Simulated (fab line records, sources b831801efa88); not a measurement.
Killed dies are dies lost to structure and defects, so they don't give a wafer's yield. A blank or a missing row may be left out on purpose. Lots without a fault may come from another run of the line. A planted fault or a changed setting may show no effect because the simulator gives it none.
Problem report in the 8D (eight disciplines) form, filled by code | flow sfq_line | the parts of the form that need people (team, actions taken, sign-off) are left out

1. THE PROBLEM
oes_product_au at SFQ_TRILAYER_M4_BARC_OPEN_METAL_ETCH_123 reads a mean of 0.758 a.u. on 4 wafers of 2 lots; wafers without a fault read 0.685 a.u. with a standard deviation of 0.0047. That is +16 standard deviations from the usual mean.
The step: etches BARC in O2, target depth 125 nm, time 41.7 s.
First seen on wafer L659.2, day 55 12:22, on rie_metal-01. The record holds 42 wafers of 14 lots with a number at this step. Rule for "out", or "out of limits": more than 4 standard deviations from the usual mean. The other wafers with a number count as sound.

2. WHAT IT IS AND WHAT IT IS NOT
question                    | is                             | is not
which readings at this step | oes_product_au                 | drypump_motor_current_A
which lots                  | L659, L660                     | L649, L651, L653, L654, L657, L663, L664, L667, L668, L669, L670, L672
which wafers of those lots  | L659.2, L659.5, L660.4, L660.6 | L659.4, L660.3
read on which tools         | rie_metal-01                   | rie_metal-02, rie_metal-04
when                        | from day 55 12:22              | up to then (16 sound wafers); but 22 sound wafers of L660, L663, L664, L667, L668, L669, L670, L672 came after

3. SUSPECTS, AND WHAT RULES EACH OUT
Counting: a tool at a process step up to the reading stays a suspect if it ran every lot that is out. Sound lots after the first of them don't rule it out here, since some wafers of a struck lot are sound.
- pecvd-02 at SFQ_TRILAYER_I2_DEP_PECVD_063 (deposits SiO2 from SiH4/N2O, time 111.11 s, target thk 500 nm): kept. It ran every lot that is out, first L659 (day 39 05:10); its last sound lot up to then is L654 (day 37 16:45).
- rie_metal-01 at SFQ_TRILAYER_M4_BARC_OPEN_METAL_ETCH_123 (etches BARC in O2, target depth 125 nm, time 41.7 s): kept. It ran every lot that is out, first L659 (day 55 12:22); its last sound lot up to then is L657 (day 55 07:34). Its own readings are out on those wafers: oes_product_au.
- Within rie_metal-01 at SFQ_TRILAYER_M4_BARC_OPEN_METAL_ETCH_123: the wafers that are out ran in chamber 1; their sound lot-mates ran in chamber 0.
Left after counting: pecvd-02 at SFQ_TRILAYER_I2_DEP_PECVD_063, rie_metal-01 at SFQ_TRILAYER_M4_BARC_OPEN_METAL_ETCH_123.

4. THE CAUSE (what the simulator had put in)
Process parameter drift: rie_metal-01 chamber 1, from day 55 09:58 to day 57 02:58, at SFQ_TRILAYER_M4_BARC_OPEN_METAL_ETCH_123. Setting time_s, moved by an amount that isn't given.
Counting left 2 suspects, and this tool is among them.

5. THE CHAIN OF EFFECTS, in route order
Each row: a reading whose mean over the struck wafers that have a number lies more than 3 standard deviations from the usual. Only readings for which the record gives a usual standard deviation are gone through. hours: the time from each lot's start at the first step in this table that gives one to its start at this step, as a median over the lots. sigmas: the change in usual standard deviations.
hours | step                                     | reading        | usual      | on struck wafers | change | sigmas
0     | SFQ_TRILAYER_M4_BARC_OPEN_METAL_ETCH_123 | oes_product_au | 0.685 a.u. | 0.758            | +0.073 | +16
0     | SFQ_TRILAYER_M4_BARC_OPEN_METAL_ETCH_123 | run_length_s   | 70.3 s     | 65.9             | -4.4   | -4.0
The process steps in it:
- SFQ_TRILAYER_M4_BARC_OPEN_METAL_ETCH_123: etches BARC in O2, target depth 125 nm, time 41.7 s.

6. WHAT WOULD HAVE CAUGHT IT SOONER
In this record the first reading out of limits was taken at day 55 12:22, 2 hours after the fault began at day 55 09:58.
